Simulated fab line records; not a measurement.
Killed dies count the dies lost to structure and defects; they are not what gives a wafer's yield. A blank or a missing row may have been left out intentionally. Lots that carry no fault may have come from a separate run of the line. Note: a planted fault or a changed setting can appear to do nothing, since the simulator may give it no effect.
The tool behind it: which one? || flow gf180mcu || 72 wafers from 24 lots sampled at 4 of the route's 602 steps

## WHAT THE GAUGES READ, wafer by wafer
GF_V4_RS_MEAS_24: the measuring method here is four-point-probe. Usual: V4_W_RS 0.325 ohm/sq, standard deviation 0.0037.
{"lot": "L074", "measured": "day 24 13:43", "on": "filmMetro-03", "V4_W_RS (ohm/sq)": "0.332 0.331 0.330", "flag": ""}
{"lot": "L075", "measured": "day 24 19:56", "on": "filmMetro-03", "V4_W_RS (ohm/sq)": "0.322 0.324 0.328", "flag": ""}
{"lot": "L076", "measured": "day 25 16:20", "on": "filmMetro-04", "V4_W_RS (ohm/sq)": "0.328 0.320 0.331", "flag": ""}
{"lot": "L077", "measured": "day 25 19:06", "on": "filmMetro-02", "V4_W_RS (ohm/sq)": "0.323 0.326 0.324", "flag": ""}
{"lot": "L078", "measured": "day 26 00:37", "on": "filmMetro-03", "V4_W_RS (ohm/sq)": "0.328 0.326 0.324", "flag": ""}
{"lot": "L079", "measured": "day 26 05:49", "on": "filmMetro-03", "V4_W_RS (ohm/sq)": "0.322 0.324 0.319", "flag": ""}
{"lot": "L080", "measured": "day 26 20:38", "on": "filmMetro-03", "V4_W_RS (ohm/sq)": "0.328 0.327 0.326", "flag": ""}
{"lot": "L081", "measured": "day 26 23:35", "on": "filmMetro-02", "V4_W_RS (ohm/sq)": "0.324 0.329 0.324", "flag": ""}
{"lot": "L082", "measured": "day 27 12:32", "on": "filmMetro-04", "V4_W_RS (ohm/sq)": "0.324 0.326 0.324", "flag": ""}
{"lot": "L083", "measured": "day 27 17:48", "on": "filmMetro-03", "V4_W_RS (ohm/sq)": "0.326 0.326 0.327", "flag": ""}
{"lot": "L084", "measured": "day 27 23:17", "on": "filmMetro-03", "V4_W_RS (ohm/sq)": "0.327 0.328 0.323", "flag": ""}
{"lot": "L085", "measured": "day 28 09:38", "on": "filmMetro-02", "V4_W_RS (ohm/sq)": "0.322 0.322 0.327", "flag": ""}
{"lot": "L086", "measured": "day 28 15:59", "on": "filmMetro-04", "V4_W_RS (ohm/sq)": "0.321 0.327 0.329", "flag": ""}
{"lot": "L087", "measured": "day 28 22:19", "on": "filmMetro-04", "V4_W_RS (ohm/sq)": "0.325 0.326 0.326", "flag": ""}
{"lot": "L088", "measured": "day 29 08:34", "on": "filmMetro-04", "V4_W_RS (ohm/sq)": "0.326 0.331 0.327", "flag": ""}
{"lot": "L089", "measured": "day 29 09:47", "on": "filmMetro-03", "V4_W_RS (ohm/sq)": "0.326 0.329 0.329", "flag": ""}
{"lot": "L090", "measured": "day 29 15:17", "on": "filmMetro-04", "V4_W_RS (ohm/sq)": "0.320 0.321 0.321", "flag": ""}
{"lot": "L091", "measured": "day 29 22:17", "on": "filmMetro-04", "V4_W_RS (ohm/sq)": "0.325 0.323 0.321", "flag": ""}
{"lot": "L092", "measured": "day 30 05:17", "on": "filmMetro-04", "V4_W_RS (ohm/sq)": "0.315 0.322 0.317", "flag": ""}
{"lot": "L093", "measured": "day 30 13:34", "on": "filmMetro-02", "V4_W_RS (ohm/sq)": "0.325 0.324 0.327", "flag": ""}
{"lot": "L094", "measured": "day 30 19:30", "on": "filmMetro-03", "V4_W_RS (ohm/sq)": "0.330 0.329 0.329", "flag": ""}
{"lot": "L095", "measured": "day 31 05:25", "on": "filmMetro-02", "V4_W_RS (ohm/sq)": "0.323 0.327 0.323", "flag": ""}
{"lot": "L096", "measured": "day 31 06:16", "on": "filmMetro-03", "V4_W_RS (ohm/sq)": "0.320 0.319 0.319", "flag": ""}
{"lot": "L097", "measured": "day 31 10:58", "on": "filmMetro-03", "V4_W_RS (ohm/sq)": "0.329 0.327 0.335", "flag": ""}

GF_M5_CD_MEAS_07 targets a cd of 280 nm. Usual: 280.3 nm for cdNm, sd 1.
{"lot": "L074", "measured": "day 26 10:20", "on": "cdSem-01", "cdNm (nm)": "279.9 280.1 280.0", "flag": ""}
{"lot": "L075", "measured": "day 26 15:29", "on": "cdSem-02", "cdNm (nm)": "279.0 278.7 278.9", "flag": ""}
{"lot": "L076", "measured": "day 27 09:53", "on": "cdSem-01", "cdNm (nm)": "280.8 281.8 281.5", "flag": ""}
{"lot": "L077", "measured": "day 27 13:21", "on": "cdSem-01", "cdNm (nm)": "278.9 280.7 280.4", "flag": ""}
{"lot": "L078", "measured": "day 27 18:44", "on": "cdSem-02", "cdNm (nm)": "280.3 280.6 280.5", "flag": ""}
{"lot": "L079", "measured": "day 27 23:35", "on": "cdSem-01", "cdNm (nm)": "278.8 279.2 279.4", "flag": ""}
{"lot": "L080", "measured": "day 28 13:32", "on": "cdSem-01", "cdNm (nm)": "279.3 279.8 279.9", "flag": ""}
{"lot": "L081", "measured": "day 28 16:29", "on": "cdSem-02", "cdNm (nm)": "279.1 280.4 279.7", "flag": ""}
{"lot": "L082", "measured": "day 29 04:25", "on": "cdSem-02", "cdNm (nm)": "279.4 280.7 280.5", "flag": ""}
{"lot": "L083", "measured": "day 29 10:13", "on": "cdSem-02", "cdNm (nm)": "281.9 281.4 281.4", "flag": ""}
{"lot": "L084", "measured": "day 29 15:26", "on": "cdSem-02", "cdNm (nm)": "279.7 280.1 279.7", "flag": ""}
{"lot": "L085", "measured": "day 30 00:27", "on": "cdSem-01", "cdNm (nm)": "281.3 282.3 281.4", "flag": ""}
{"lot": "L086", "measured": "day 30 06:56", "on": "cdSem-01", "cdNm (nm)": "278.6 279.4 280.0", "flag": ""}
{"lot": "L087", "measured": "day 30 13:11", "on": "cdSem-02", "cdNm (nm)": "281.2 281.4 280.0", "flag": ""}
{"lot": "L088", "measured": "day 30 22:17", "on": "cdSem-01", "cdNm (nm)": "279.4 280.0 278.6", "flag": ""}
{"lot": "L089", "measured": "day 30 22:59", "on": "cdSem-02", "cdNm (nm)": "279.2 280.6 280.1", "flag": ""}
{"lot": "L090", "measured": "day 31 05:47", "on": "cdSem-02", "cdNm (nm)": "281.1 281.3 280.5", "flag": ""}
{"lot": "L091", "measured": "day 31 11:57", "on": "cdSem-02", "cdNm (nm)": "282.0 280.3 280.5", "flag": ""}
{"lot": "L092", "measured": "day 31 17:41", "on": "cdSem-02", "cdNm (nm)": "281.1 280.4 280.9", "flag": ""}
{"lot": "L093", "measured": "day 32 07:53", "on": "cdSem-01", "cdNm (nm)": "279.7 279.4 280.0", "flag": ""}
{"lot": "L094", "measured": "day 32 07:15", "on": "cdSem-02", "cdNm (nm)": "279.3 279.7 280.3", "flag": ""}
{"lot": "L095", "measured": "day 32 16:23", "on": "cdSem-02", "cdNm (nm)": "281.5 282.4 281.0", "flag": ""}
{"lot": "L096", "measured": "day 32 17:07", "on": "cdSem-01", "cdNm (nm)": "280.9 280.0 279.8", "flag": ""}
{"lot": "L097", "measured": "day 32 22:06", "on": "cdSem-01", "cdNm (nm)": "282.0 281.2 281.5", "flag": ""}

## TOOL THAT RAN EACH LOT (tool first, then ch and the chambers of the sampled wafers, then the start)
{"lot": "L074", "GF_V4_STRIP_18": "plasmaAsher-03 ch 0, day 24 12:58", "GF_V4_SPUTTER_22": "pvdSputter-04, day 24 13:34"}
{"lot": "L075", "GF_V4_STRIP_18": "plasmaAsher-03 ch 0,1, day 24 19:11", "GF_V4_SPUTTER_22": "pvdSputter-01, day 24 19:47"}
{"lot": "L076", "GF_V4_STRIP_18": "plasmaAsher-04 ch 1, day 25 15:35", "GF_V4_SPUTTER_22": "pvdSputter-03, day 25 16:11"}
{"lot": "L077", "GF_V4_STRIP_18": "plasmaAsher-01 ch 0,1, day 25 18:13", "GF_V4_SPUTTER_22": "pvdSputter-04, day 25 18:49"}
{"lot": "L078", "GF_V4_STRIP_18": "plasmaAsher-04 ch 0,1, day 25 23:50", "GF_V4_SPUTTER_22": "pvdSputter-01, day 26 00:28"}
{"lot": "L079", "GF_V4_STRIP_18": "plasmaAsher-03 ch 0,1, day 26 05:04", "GF_V4_SPUTTER_22": "pvdSputter-01, day 26 05:40"}
{"lot": "L080", "GF_V4_STRIP_18": "plasmaAsher-03 ch 0,1, day 26 19:52", "GF_V4_SPUTTER_22": "pvdSputter-03, day 26 20:29"}
{"lot": "L081", "GF_V4_STRIP_18": "plasmaAsher-03 ch 0,1, day 26 22:49", "GF_V4_SPUTTER_22": "pvdSputter-04, day 26 23:26"}
{"lot": "L082", "GF_V4_STRIP_18": "plasmaAsher-03 ch 0,1, day 27 11:46", "GF_V4_SPUTTER_22": "pvdSputter-03, day 27 12:20"}
{"lot": "L083", "GF_V4_STRIP_18": "plasmaAsher-03 ch 0,1, day 27 17:03", "GF_V4_SPUTTER_22": "pvdSputter-04, day 27 17:37"}
{"lot": "L084", "GF_V4_STRIP_18": "plasmaAsher-03 ch 1, day 27 22:31", "GF_V4_SPUTTER_22": "pvdSputter-01, day 27 23:08"}
{"lot": "L085", "GF_V4_STRIP_18": "plasmaAsher-03 ch 0,1, day 28 08:52", "GF_V4_SPUTTER_22": "pvdSputter-04, day 28 09:28"}
{"lot": "L086", "GF_V4_STRIP_18": "plasmaAsher-03 ch 0,1, day 28 15:15", "GF_V4_SPUTTER_22": "pvdSputter-01, day 28 15:50"}
{"lot": "L087", "GF_V4_STRIP_18": "plasmaAsher-04 ch 0,1, day 28 21:13", "GF_V4_SPUTTER_22": "pvdSputter-03, day 28 22:10"}
{"lot": "L088", "GF_V4_STRIP_18": "plasmaAsher-01 ch 0,1, day 29 07:49", "GF_V4_SPUTTER_22": "pvdSputter-03, day 29 08:25"}
{"lot": "L089", "GF_V4_STRIP_18": "plasmaAsher-03 ch 0,1, day 29 08:56", "GF_V4_SPUTTER_22": "pvdSputter-01, day 29 09:32"}
{"lot": "L090", "GF_V4_STRIP_18": "plasmaAsher-04 ch 1, day 29 14:32", "GF_V4_SPUTTER_22": "pvdSputter-03, day 29 15:08"}
{"lot": "L091", "GF_V4_STRIP_18": "plasmaAsher-01 ch 0, day 29 21:32", "GF_V4_SPUTTER_22": "pvdSputter-03, day 29 22:07"}
{"lot": "L092", "GF_V4_STRIP_18": "plasmaAsher-04 ch 0,1, day 30 04:32", "GF_V4_SPUTTER_22": "pvdSputter-04, day 30 05:08"}
{"lot": "L093", "GF_V4_STRIP_18": "plasmaAsher-01 ch 0,1, day 30 12:49", "GF_V4_SPUTTER_22": "pvdSputter-03, day 30 13:25"}
{"lot": "L094", "GF_V4_STRIP_18": "plasmaAsher-03 ch 0,1, day 30 18:44", "GF_V4_SPUTTER_22": "pvdSputter-01, day 30 19:20"}
{"lot": "L095", "GF_V4_STRIP_18": "plasmaAsher-04 ch 0,1, day 31 04:40", "GF_V4_SPUTTER_22": "pvdSputter-01, day 31 05:16"}
{"lot": "L096", "GF_V4_STRIP_18": "plasmaAsher-03 ch 0,1, day 31 05:28", "GF_V4_SPUTTER_22": "pvdSputter-04, day 31 06:04"}
{"lot": "L097", "GF_V4_STRIP_18": "plasmaAsher-03 ch 0, day 31 10:10", "GF_V4_SPUTTER_22": "pvdSputter-04, day 31 10:48"}
- GF_V4_STRIP_18: strips in O2/N2.
- GF_V4_SPUTTER_22: material TiN, target thk 10 nm, time 40 s.

## AS READ BY THE TOOLS THEMSELVES (means over the sampled wafers that have a number; for cases with no such wafer, the mark the record gives instead)
GF_V4_STRIP_18. Usual: drypumpMotorCurrentA 5.8 A, standard deviation 0.41; heaterPowerW 346 W, standard deviation 31; oesProductAu 0.592 a.u., standard deviation 0.0047.
{"lot": "L074", "tool": "plasmaAsher-03", "drypumpMotorCurrentA (A)": 6.1, "heaterPowerW (W)": 374, "oesProductAu (a.u.)": 0.592, "flag": ""}
{"lot": "L075", "tool": "plasmaAsher-03", "drypumpMotorCurrentA (A)": 5.9, "heaterPowerW (W)": 361, "oesProductAu (a.u.)": 0.588, "flag": ""}
{"lot": "L076", "tool": "plasmaAsher-04", "drypumpMotorCurrentA (A)": 6.6, "heaterPowerW (W)": 298, "oesProductAu (a.u.)": 0.589, "flag": ""}
{"lot": "L077", "tool": "plasmaAsher-01", "drypumpMotorCurrentA (A)": 5.3, "heaterPowerW (W)": 379, "oesProductAu (a.u.)": 0.588, "flag": ""}
{"lot": "L078", "tool": "plasmaAsher-04", "drypumpMotorCurrentA (A)": 6.3, "heaterPowerW (W)": 304, "oesProductAu (a.u.)": 0.591, "flag": ""}
{"lot": "L079", "tool": "plasmaAsher-03", "drypumpMotorCurrentA (A)": 5.7, "heaterPowerW (W)": 351, "oesProductAu (a.u.)": 0.593, "flag": ""}
{"lot": "L080", "tool": "plasmaAsher-03", "drypumpMotorCurrentA (A)": 5.9, "heaterPowerW (W)": 359, "oesProductAu (a.u.)": 0.598, "flag": ""}
{"lot": "L081", "tool": "plasmaAsher-03", "drypumpMotorCurrentA (A)": 5.7, "heaterPowerW (W)": 348, "oesProductAu (a.u.)": 0.595, "flag": ""}
{"lot": "L082", "tool": "plasmaAsher-03", "drypumpMotorCurrentA (A)": 5.9, "heaterPowerW (W)": 365, "oesProductAu (a.u.)": 0.593, "flag": ""}
{"lot": "L083", "tool": "plasmaAsher-03", "drypumpMotorCurrentA (A)": 5.9, "heaterPowerW (W)": 364, "oesProductAu (a.u.)": 0.589, "flag": ""}
{"lot": "L084", "tool": "plasmaAsher-03", "drypumpMotorCurrentA (A)": 5.5, "heaterPowerW (W)": 343, "oesProductAu (a.u.)": 0.591, "flag": ""}
{"lot": "L085", "tool": "plasmaAsher-03", "drypumpMotorCurrentA (A)": 5.7, "heaterPowerW (W)": 349, "oesProductAu (a.u.)": 0.591, "flag": ""}
{"lot": "L086", "tool": "plasmaAsher-03", "drypumpMotorCurrentA (A)": 5.9, "heaterPowerW (W)": 362, "oesProductAu (a.u.)": 0.595, "flag": ""}
{"lot": "L087", "tool": "plasmaAsher-04", "drypumpMotorCurrentA (A)": 6.1, "heaterPowerW (W)": 311, "oesProductAu (a.u.)": 0.586, "flag": ""}
{"lot": "L088", "tool": "plasmaAsher-01", "drypumpMotorCurrentA (A)": 5.5, "heaterPowerW (W)": 354, "oesProductAu (a.u.)": 0.595, "flag": ""}
{"lot": "L089", "tool": "plasmaAsher-03", "drypumpMotorCurrentA (A)": 5.7, "heaterPowerW (W)": 349, "oesProductAu (a.u.)": 0.591, "flag": ""}
{"lot": "L090", "tool": "plasmaAsher-04", "drypumpMotorCurrentA (A)": 6.6, "heaterPowerW (W)": 293, "oesProductAu (a.u.)": 0.596, "flag": ""}
{"lot": "L091", "tool": "plasmaAsher-01", "drypumpMotorCurrentA (A)": 5.2, "heaterPowerW (W)": 406, "oesProductAu (a.u.)": 0.590, "flag": ""}
{"lot": "L092", "tool": "plasmaAsher-04", "drypumpMotorCurrentA (A)": 6.1, "heaterPowerW (W)": 309, "oesProductAu (a.u.)": 0.592, "flag": ""}
{"lot": "L093", "tool": "plasmaAsher-01", "drypumpMotorCurrentA (A)": 5.3, "heaterPowerW (W)": 382, "oesProductAu (a.u.)": 0.592, "flag": ""}
{"lot": "L094", "tool": "plasmaAsher-03", "drypumpMotorCurrentA (A)": 5.7, "heaterPowerW (W)": 354, "oesProductAu (a.u.)": 0.595, "flag": ""}
{"lot": "L095", "tool": "plasmaAsher-04", "drypumpMotorCurrentA (A)": 6.1, "heaterPowerW (W)": 313, "oesProductAu (a.u.)": 0.593, "flag": ""}
{"lot": "L096", "tool": "plasmaAsher-03", "drypumpMotorCurrentA (A)": 5.7, "heaterPowerW (W)": 352, "oesProductAu (a.u.)": 0.591, "flag": ""}
{"lot": "L097", "tool": "plasmaAsher-03", "drypumpMotorCurrentA (A)": 6.1, "heaterPowerW (W)": 382, "oesProductAu (a.u.)": 0.590, "flag": ""}

GF_V4_SPUTTER_22. Usual: cathodeDcPowerW 3999.9 W, standard deviation 0.67; chamberPressurePa 4.997 Pa, standard deviation 0.0099; throttleValvePct 29.9 %, standard deviation 1.5.
{"lot": "L074", "tool": "pvdSputter-04", "cathodeDcPowerW (W)": 4000.5, "chamberPressurePa (Pa)": 4.991, "throttleValvePct (%)": 30.5, "flag": ""}
{"lot": "L075", "tool": "pvdSputter-01", "cathodeDcPowerW (W)": 3999.9, "chamberPressurePa (Pa)": 5.002, "throttleValvePct (%)": 28.4, "flag": ""}
{"lot": "L076", "tool": "pvdSputter-03", "cathodeDcPowerW (W)": 4000.0, "chamberPressurePa (Pa)": 4.995, "throttleValvePct (%)": 30.5, "flag": ""}
{"lot": "L077", "tool": "pvdSputter-04", "cathodeDcPowerW (W)": 4000.3, "chamberPressurePa (Pa)": 4.989, "throttleValvePct (%)": 30.3, "flag": ""}
{"lot": "L078", "tool": "pvdSputter-01", "cathodeDcPowerW (W)": 3999.7, "chamberPressurePa (Pa)": 4.988, "throttleValvePct (%)": 28.6, "flag": ""}
{"lot": "L079", "tool": "pvdSputter-01", "cathodeDcPowerW (W)": 3999.7, "chamberPressurePa (Pa)": 4.990, "throttleValvePct (%)": 29.1, "flag": ""}
{"lot": "L080", "tool": "pvdSputter-03", "cathodeDcPowerW (W)": 3999.8, "chamberPressurePa (Pa)": 5.004, "throttleValvePct (%)": 30.4, "flag": ""}
{"lot": "L081", "tool": "pvdSputter-04", "cathodeDcPowerW (W)": 3999.9, "chamberPressurePa (Pa)": 5.002, "throttleValvePct (%)": 30.6, "flag": ""}
{"lot": "L082", "tool": "pvdSputter-03", "cathodeDcPowerW (W)": 4000.0, "chamberPressurePa (Pa)": 5.001, "throttleValvePct (%)": 30.7, "flag": ""}
{"lot": "L083", "tool": "pvdSputter-04", "cathodeDcPowerW (W)": 4000.0, "chamberPressurePa (Pa)": 4.994, "throttleValvePct (%)": 30.3, "flag": ""}
{"lot": "L084", "tool": "pvdSputter-01", "cathodeDcPowerW (W)": 4000.1, "chamberPressurePa (Pa)": 4.992, "throttleValvePct (%)": 29.3, "flag": ""}
{"lot": "L085", "tool": "pvdSputter-04", "cathodeDcPowerW (W)": 3999.9, "chamberPressurePa (Pa)": 5.000, "throttleValvePct (%)": 30.6, "flag": ""}
{"lot": "L086", "tool": "pvdSputter-01", "cathodeDcPowerW (W)": 3999.8, "chamberPressurePa (Pa)": 5.001, "throttleValvePct (%)": 28.4, "flag": ""}
{"lot": "L087", "tool": "pvdSputter-03", "cathodeDcPowerW (W)": 3999.8, "chamberPressurePa (Pa)": 5.004, "throttleValvePct (%)": 29.9, "flag": ""}
{"lot": "L088", "tool": "pvdSputter-03", "cathodeDcPowerW (W)": 4000.6, "chamberPressurePa (Pa)": 4.997, "throttleValvePct (%)": 31.4, "flag": ""}
{"lot": "L089", "tool": "pvdSputter-01", "cathodeDcPowerW (W)": 3999.4, "chamberPressurePa (Pa)": 4.993, "throttleValvePct (%)": 28.7, "flag": ""}
{"lot": "L090", "tool": "pvdSputter-03", "cathodeDcPowerW (W)": 4000.9, "chamberPressurePa (Pa)": 4.993, "throttleValvePct (%)": 30.8, "flag": ""}
{"lot": "L091", "tool": "pvdSputter-03", "cathodeDcPowerW (W)": 4000.4, "chamberPressurePa (Pa)": 4.985, "throttleValvePct (%)": 30.2, "flag": ""}
{"lot": "L092", "tool": "pvdSputter-04", "cathodeDcPowerW (W)": 3999.4, "chamberPressurePa (Pa)": 5.009, "throttleValvePct (%)": 30.5, "flag": ""}
{"lot": "L093", "tool": "pvdSputter-03", "cathodeDcPowerW (W)": 4000.0, "chamberPressurePa (Pa)": 4.993, "throttleValvePct (%)": 30.7, "flag": ""}
{"lot": "L094", "tool": "pvdSputter-01", "cathodeDcPowerW (W)": 4000.0, "chamberPressurePa (Pa)": 4.997, "throttleValvePct (%)": 28.9, "flag": ""}
{"lot": "L095", "tool": "pvdSputter-01", "cathodeDcPowerW (W)": 4000.1, "chamberPressurePa (Pa)": 4.987, "throttleValvePct (%)": 29.4, "flag": ""}
{"lot": "L096", "tool": "pvdSputter-04", "cathodeDcPowerW (W)": 3999.6, "chamberPressurePa (Pa)": 5.007, "throttleValvePct (%)": 30.2, "flag": ""}
{"lot": "L097", "tool": "pvdSputter-04", "cathodeDcPowerW (W)": 3999.9, "chamberPressurePa (Pa)": 4.993, "throttleValvePct (%)": 30.3, "flag": ""}

## THE ANSWER, worked out from the rows above alone
Rule: a lot is off if the mean of its wafers that have a number lies more than 3 standard deviations from the usual mean. A lot without any number at a reading at which 4 lots or more have one is off too. Any other lot the step has rows for is counted as sound. Order of review: gauges by route order, followed by the tools' own readings, for which a lot's mean as printed above is used. At the first step where some lot is off, the reading lying furthest off is the one used; lots without a number count as furthest.
None of the lots is off at any reading shown; this tells nothing.

## WHAT THE SIMULATOR HAD INSERTED
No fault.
